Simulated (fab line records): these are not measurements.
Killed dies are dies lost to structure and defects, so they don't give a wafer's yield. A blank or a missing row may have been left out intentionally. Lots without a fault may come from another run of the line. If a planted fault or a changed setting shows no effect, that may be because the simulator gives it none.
What tool caused it?	flow sky130	12 lots with 36 wafers sampled at 6 steps, on a route of 708 steps

WHAT THE GAUGES READ, wafer by wafer
SKY_VT_ADJUST_HVTR_CD_MEAS_07: the cd target is 380 nm.
lot	measured	on	cd-nm (nm)
L225	day 9 21:42	cd-sem-01	379.2 382.3 382.4
L226	day 10 05:13	cd-sem-02	384.1 384.6 385.0
L229	day 11 19:07	cd-sem-01	379.6 379.2 379.1
L231	day 11 23:40	cd-sem-01	378.6 378.7 382.5
L232	day 12 04:32	cd-sem-02	381.6 382.5 381.2
L233	day 12 11:07	cd-sem-01	382.8 382.5 381.9
L234	day 12 23:35	cd-sem-02	381.6 382.1 381.8
L242	day 15 20:33	cd-sem-02	377.6 379.0 378.0
L243	day 15 20:53	cd-sem-02	380.1 382.1 380.2
L244	day 16 01:48	cd-sem-01	376.6 377.9 378.2
L245	day 16 09:22	cd-sem-02	381.0 379.0 383.6
L246	day 16 18:58	cd-sem-02	381.3 380.8 375.9

SKY_LDD_N_TW_MEAS_17.
lot	measured	on	LDD_N_TW
L225	day 18 11:03	film-metro-04	2584 2596 2579
L226	day 18 16:37	film-metro-02	2565 2562 2574
L229	day 20 15:48	film-metro-02	2597 2600 2590
L231	day 20 20:17	film-metro-04	2603 2602 2600
L232	day 21 07:12	film-metro-03	2636 2643 2645
L233	day 22 21:10	film-metro-02	2592 2597 2598
L234	day 22 20:48	film-metro-02	2652 2659 2652
L242	day 25 06:38	film-metro-03	2551 2554 2560
L243	day 25 11:18	film-metro-03	2559 2567 2566
L244	day 25 15:35	film-metro-04	2586 2582 2581
L245	day 25 21:45	film-metro-03	2552 2554 2562
L246	day 26 02:54	film-metro-02	2596 2602 2608

SKY_CONTACT_BOW_MEAS_05.
lot	measured	on	CONTACT_BOW (um)
L225	day 31 02:23	film-metro-03	95 72 83
L226	day 31 03:20	film-metro-03	80 90 66
L229	day 33 00:14	film-metro-02	80 87 66
L231	day 33 03:56	film-metro-03	78 82 74
L232	day 33 13:08	film-metro-03	82 75 76
L233	day 35 00:55	film-metro-03	84 82 92
L234	day 34 22:17	film-metro-02	85 86 89
L242	day 37 03:17	film-metro-03	79 71 71
L243	day 37 05:20	film-metro-02	82 83 88
L244	day 37 09:24	film-metro-02	90 85 77
L245	day 37 17:24	film-metro-02	98 73 74
L246	day 37 19:41	film-metro-02	85 81 92

SKY_CONTACT_OVL_MEAS_15.
lot	measured	on	CONTACT_OVL (nm)
L225	day 32 05:19	overlay-01	-14 -7 -11
L226	day 32 07:13	overlay-01	-7 -7 -4
L229	day 34 03:23	overlay-02	-1 -2 -6
L231	day 34 06:22	overlay-01	-10 -4 -4
L232	day 34 16:26	overlay-01	-6 -6 -8
L233	day 36 03:24	overlay-02	-4 -2 -5
L234	day 36 00:50	overlay-01	-5 -11 -8
L242	day 38 05:04	overlay-02	-17 -18 -14
L243	day 38 07:11	overlay-01	1 0 -6
L244	day 38 11:41	overlay-01	-7 -3 -8
L245	day 38 18:26	overlay-02	0 1 -3
L246	day 38 20:44	overlay-02	-7 -10 -8

EACH LOT AND THE TOOL THAT RAN IT (in order: tool; ch and the chambers of the sampled wafers; start)
lot	SKY_LDD_N_IMPLANT_09	SKY_LDD_N_STRIP_16
L225	implanter-03 ch 0, day 18 09:54	plasma-asher-03 ch 0,1, day 18 10:57
L226	implanter-03 ch 0, day 18 15:26	plasma-asher-03 ch 0,1, day 18 16:29
L229	implanter-04 ch 0, day 20 14:40	plasma-asher-04 ch 0,1, day 20 15:41
L231	implanter-04 ch 0, day 20 19:08	plasma-asher-01 ch 0,1, day 20 20:11
L232	implanter-04 ch 0, day 21 06:04	plasma-asher-04 ch 0,1, day 21 07:05
L233	implanter-03 ch 0, day 22 20:04	plasma-asher-01 ch 0,1, day 22 21:05
L234	implanter-04 ch 0, day 22 19:40	plasma-asher-03 ch 0,1, day 22 20:41
L242	implanter-04 ch 0, day 25 05:29	plasma-asher-01 ch 0,1, day 25 06:32
L243	implanter-04 ch 0, day 25 10:11	plasma-asher-04 ch 0,1, day 25 11:13
L244	implanter-03 ch 0, day 25 14:26	plasma-asher-04 ch 0,1, day 25 15:29
L245	implanter-03 ch 0, day 25 20:37	plasma-asher-04 ch 0,1, day 25 21:38
L246	implanter-04 ch 0, day 26 01:46	plasma-asher-01 ch 0,1, day 26 02:47
- SKY_LDD_N_IMPLANT_09
- SKY_LDD_N_STRIP_16: strips in O2/N2.

WHAT THE TOOLS THEMSELVES READ (means of the sampled wafers that have a number; where no wafer has one, the mark that the record gives instead)
SKY_LDD_N_IMPLANT_09.
lot	tool	beam-on-s (s)	dose-ions-cm2	faraday-current-uA
L225	implanter-03	9.85	7.499e+13	429
L226	implanter-03	10.03	7.499e+13	421
L229	implanter-04	10.08	7.499e+13	420
L231	implanter-04	10.12	7.497e+13	419
L232	implanter-04	11.31	1.065e+14	531
L233	implanter-03	9.98	7.500e+13	423
L234	implanter-04	11.35	1.065e+14	530
L242	implanter-04	10.01	7.498e+13	421
L243	implanter-04	9.94	7.501e+13	426
L244	implanter-03	10.08	7.511e+13	420
L245	implanter-03	9.92	7.499e+13	426
L246	implanter-04	9.93	7.504e+13	426

SKY_LDD_N_STRIP_16.
lot	tool	drypump-motor-current-A (A)	oes-product-au (a.u.)	strip-time-to-endpoint-s (s)
L225	plasma-asher-03	6.0	0.404	4.319
L226	plasma-asher-03	6.1	0.403	4.333
L229	plasma-asher-04	6.5	0.406	4.311
L231	plasma-asher-01	5.4	0.406	4.326
L232	plasma-asher-04	6.1	0.406	4.384
L233	plasma-asher-01	5.1	0.407	4.316
L234	plasma-asher-03	6.1	0.407	4.378
L242	plasma-asher-01	5.4	0.408	4.330
L243	plasma-asher-04	6.1	0.409	4.310
L244	plasma-asher-04	6.5	0.404	4.290
L245	plasma-asher-04	6.5	0.405	4.304
L246	plasma-asher-01	5.4	0.408	4.308

THE ANSWER, worked out from the rows above alone
Rule: the lots themselves supply what counts as usual. The widest of any qualifying gaps counts: lots, ordered by their means at a reading, are off when they make up no more than a third of the lots, leave a main group of 4 or more, and stand apart from it by 3 or more times the standard deviation of that group's means. A main group is skipped when, at the precision printed for the reading in the tables above, its means are all equal. Also off: a lot with no number at a reading for which 4 or more lots have one. All remaining lots with rows at the step are treated as sound. The gauges are gone through in route order, then the tools' own readings, and for those a lot's mean is taken as printed above. At the first step where some lot is off, the reading lying furthest off is the one used; lots without a number count as furthest.
Off, at SKY_LDD_N_IMPLANT_09 on dose-ions-cm2: L232, L234. Main group: mean 7.501e+13, sd 3.9e+10.
If a tool, at that step or one of the process steps before it, ran each lot that is off and ran no sound lot following the first of them, it fits. No candidate that was tried fits.

WHAT THE SIMULATOR PUT IN
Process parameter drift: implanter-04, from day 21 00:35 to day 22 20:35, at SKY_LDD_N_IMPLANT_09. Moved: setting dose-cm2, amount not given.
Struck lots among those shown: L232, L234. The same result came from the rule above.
